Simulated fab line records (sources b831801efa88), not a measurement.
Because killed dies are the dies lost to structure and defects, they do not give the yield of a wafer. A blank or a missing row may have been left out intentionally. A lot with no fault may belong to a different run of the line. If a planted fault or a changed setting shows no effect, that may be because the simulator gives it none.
Code-filled problem report in 8D (eight disciplines) form	flow sky130	the parts of the form that need people (team, actions taken, sign-off) are left out

## 1. WHAT WENT WRONG
Mean of killed_at_M0_to_M3 at SKY_PAD_OPEN_PROBE_99: 200 across 6 wafers in 2 lots; on wafers with no fault it is 43 (standard deviation 6.6). That is +24 standard deviations from the usual mean.
Earliest sighting: wafer L393.1 on prober-01 at day 49 10:13. The record has a number at this step for 12 wafers belonging to 4 lots. By rule, "out" or "out of limits" means more than 4 standard deviations away from the usual mean. All remaining wafers that have a number are taken as sound.

## 2. WHAT IT IS AND WHAT IT IS NOT
question	is	is not
which readings at this step	killed_at_M0_to_M3, defectLimitedYield, killedDies, killedOnRim, sort_bin_5_function, sort_bin_6_memory, sortNPass, sortYieldPct	killed_at_M4_up, killedAtContacts, killedShort
which lots	L393, L395	L382, L401
which wafers of those lots	all that have a number	-
read on which tools	prober-01	-
when	from day 49 10:13	up to then (3 sound wafers); but 3 sound wafers of L401 came after

## 3. WHAT RULES OUT EACH SUSPECT
Counting: a tool at any process step up to the reading remains a suspect when it ran all the lots that are out and ran no sound lot after the first of those.
- cmp-01 at SKY_VIA1_CMP_02 (polishes SiO2): kept. It ran every lot that is out, first L393 (day 37 05:05), and no sound lot after that; its last sound lot up to then is L382 (day 34 02:34).
- prober-01 at SKY_PAD_OPEN_PROBE_99: ruled out as a lasting fault. Following L393 (day 49 10:13), the first lot on it that is out, the sound lots L401 were run on it.
Remaining after the count: cmp-01 at SKY_VIA1_CMP_02.

## 4. THE CAUSE (what the simulator had put in)
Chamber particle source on cmp-01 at SKY_VIA1_CMP_02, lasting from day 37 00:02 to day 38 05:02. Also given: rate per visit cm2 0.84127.
This tool alone remained once counting was done.

## 5. THE CHAIN OF EFFECTS, in route order
Each row: a reading whose mean over the struck wafers that have a number lies more than 3 standard deviations from the usual. Readings are gone through only where the record gives a usual standard deviation; hours: the median, over the lots, of the time from a lot's start at the first step in this table giving one to that lot's start at this step; sigmas: the change measured in usual standard deviations.
hours	step	reading	usual	on struck wafers	change	sigmas
0	SKY_PAD_OPEN_PROBE_99	defectLimitedYield	82.4 %	51.4	-31.0	-17
0	SKY_PAD_OPEN_PROBE_99	killed_at_M0_to_M3	43	200	+157	+24
0	SKY_PAD_OPEN_PROBE_99	killedDies	87	239	+152	+17
0	SKY_PAD_OPEN_PROBE_99	killedOnRim	17	46	+29	+7.8
0	SKY_PAD_OPEN_PROBE_99	sort_bin_3_pad_short	0.9 %	2.9	+2.0	+4.5
0	SKY_PAD_OPEN_PROBE_99	sort_bin_5_function	10.3 %	31.4	+21.1	+16
0	SKY_PAD_OPEN_PROBE_99	sort_bin_6_memory	6.5 %	14.3	+7.8	+7.1
0	SKY_PAD_OPEN_PROBE_99	sortNPass	405	253	-152	-17
0	SKY_PAD_OPEN_PROBE_99	sortYieldPct	82.4 %	51.4	-31.0	-17
Here are the process steps it includes:
- SKY_PAD_OPEN_PROBE_99

## 6. WHAT WOULD HAVE CAUGHT IT SOONER
First out-of-limits reading in this record: day 49 10:13, which is 298 hours after fault onset at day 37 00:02.
Of the tool readings at SKY_VIA1_CMP_02 for which the record gives a usual standard deviation, none was out on any struck wafer, so an alarm limit of 4 standard deviations on them would not have fired.
By day 49 10:13, every lot that is out (2) had started SKY_VIA1_CMP_02 on cmp-01. A hold on the tool at that time would have spared none of them.
